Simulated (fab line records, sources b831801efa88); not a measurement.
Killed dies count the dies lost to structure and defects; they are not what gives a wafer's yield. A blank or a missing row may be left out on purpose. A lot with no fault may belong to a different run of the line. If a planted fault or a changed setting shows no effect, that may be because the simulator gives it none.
Check of tool commonality :: flow gf180mcu :: Sample size 14 lots and 48 wafers

## THE REASON FOR OPENING IT
At GF_PSD_TW_MEAS_11 the reading PSD_TW is flagged on 2 of 14 lots. No-fault wafers: 3210, standard deviation 21.
Rule: a lot is flagged in two cases, either no wafer of it has a number, or all its wafers with numbers fall more than 4 standard deviations from that mean. All remaining lots are regarded as sound.

lot: L596
measured: day 14 08:33
on: film metro-04
PSD_TW, wafer by wafer: 3185 3187 3189
flag: 

lot: L598
measured: day 14 21:55
on: film metro-03
PSD_TW, wafer by wafer: 3207 3234 3231
flag: 

lot: L599
measured: day 15 13:20
on: film metro-01
PSD_TW, wafer by wafer: 3218 3214 3212
flag: 

lot: L600
measured: day 15 22:49
on: film metro-03
PSD_TW, wafer by wafer: 3207 3221 3220
flag: 

lot: L601
measured: day 16 02:05
on: film metro-03
PSD_TW, wafer by wafer: 3219 3211 3219
flag: 

lot: L603
measured: day 16 14:47
on: film metro-01
PSD_TW, wafer by wafer: 3223 3241 3228
flag: 

lot: L605
measured: day 17 06:37
on: film metro-04
PSD_TW, wafer by wafer: 3188 3201 3195
flag: 

lot: L606
measured: day 17 17:13
on: film metro-03
PSD_TW, wafer by wafer: 4266 4273 4268 4272 4251 4267
flag: FLAGGED

lot: L607
measured: day 18 06:56
on: film metro-04
PSD_TW, wafer by wafer: 4229 4233 4240 4241 4247 4240
flag: FLAGGED

lot: L608
measured: day 18 13:45
on: film metro-03
PSD_TW, wafer by wafer: 3195 3217 3205
flag: 

lot: L612
measured: day 20 01:01
on: film metro-04
PSD_TW, wafer by wafer: 3183 3181 3188
flag: 

lot: L616
measured: day 21 08:14
on: film metro-01
PSD_TW, wafer by wafer: 3212 3214 3208
flag: 

lot: L618
measured: day 22 00:44
on: film metro-04
PSD_TW, wafer by wafer: 3190 3196 3183
flag: 

lot: L619
measured: day 22 08:40
on: film metro-03
PSD_TW, wafer by wafer: 3219 3222 3209
flag: 
The mean of the flagged lots' numbers is 4252, +1042 from the usual (+50 standard deviations).

## EACH LOT AND THE TOOL IT RAN ON
The record holds 1 process step before the reading, out of a route of 602 steps. In each cell: the tool, then ch and the chambers that the sampled wafers went through, then the start.
lot: L596
flag: 
GF_NSD_COAT_02: litho track-02 ch 0, day 12 21:22

lot: L598
flag: 
GF_NSD_COAT_02: litho track-04 ch 0, day 13 14:08

lot: L599
flag: 
GF_NSD_COAT_02: litho track-02 ch 0, day 14 04:55

lot: L600
flag: 
GF_NSD_COAT_02: litho track-04 ch 0, day 14 13:59

lot: L601
flag: 
GF_NSD_COAT_02: litho track-04 ch 0, day 14 16:44

lot: L603
flag: 
GF_NSD_COAT_02: litho track-02 ch 0, day 15 04:56

lot: L605
flag: 
GF_NSD_COAT_02: litho track-04 ch 0, day 15 20:32

lot: L606
flag: FLAGGED
GF_NSD_COAT_02: litho track-04, day 16 06:35

lot: L607
flag: FLAGGED
GF_NSD_COAT_02: litho track-02, day 16 19:17

lot: L608
flag: 
GF_NSD_COAT_02: litho track-02 ch 0, day 17 01:39

lot: L612
flag: 
GF_NSD_COAT_02: litho track-02 ch 0, day 18 11:23

lot: L616
flag: 
GF_NSD_COAT_02: litho track-02 ch 0, day 19 19:39

lot: L618
flag: 
GF_NSD_COAT_02: litho track-04 ch 0, day 20 12:13

lot: L619
flag: 
GF_NSD_COAT_02: litho track-02 ch 0, day 20 20:26
What is done by these steps:
- GF_NSD_COAT_02: resist thk 1000 nm.
- GF_PSD_TW_MEAS_11

## FLAGGED OVER TOTAL, TOOL BY TOOL (the gauges that took the reading come last)
step: GF_NSD_COAT_02
tool: litho track-02
lots run: 8
flagged: 1
share of the flagged lots: some
sound lots run after its first flagged lot: 4 (L608,L612,L616,L619)

step: GF_NSD_COAT_02
tool: litho track-04
lots run: 6
flagged: 1
share of the flagged lots: some
sound lots run after its first flagged lot: 1 (L618)

step: GF_PSD_TW_MEAS_11
tool: film metro-01
lots run: 3
flagged: 0
share of the flagged lots: none
sound lots run after its first flagged lot: -

step: GF_PSD_TW_MEAS_11
tool: film metro-03
lots run: 6
flagged: 1
share of the flagged lots: some
sound lots run after its first flagged lot: 2 (L608,L619)

step: GF_PSD_TW_MEAS_11
tool: film metro-04
lots run: 5
flagged: 1
share of the flagged lots: some
sound lots run after its first flagged lot: 2 (L612,L618)

## WHAT THE TABLE ALLOWS
No row of the table ran every flagged lot.

## WHAT THE SIMULATOR HAD INSERTED
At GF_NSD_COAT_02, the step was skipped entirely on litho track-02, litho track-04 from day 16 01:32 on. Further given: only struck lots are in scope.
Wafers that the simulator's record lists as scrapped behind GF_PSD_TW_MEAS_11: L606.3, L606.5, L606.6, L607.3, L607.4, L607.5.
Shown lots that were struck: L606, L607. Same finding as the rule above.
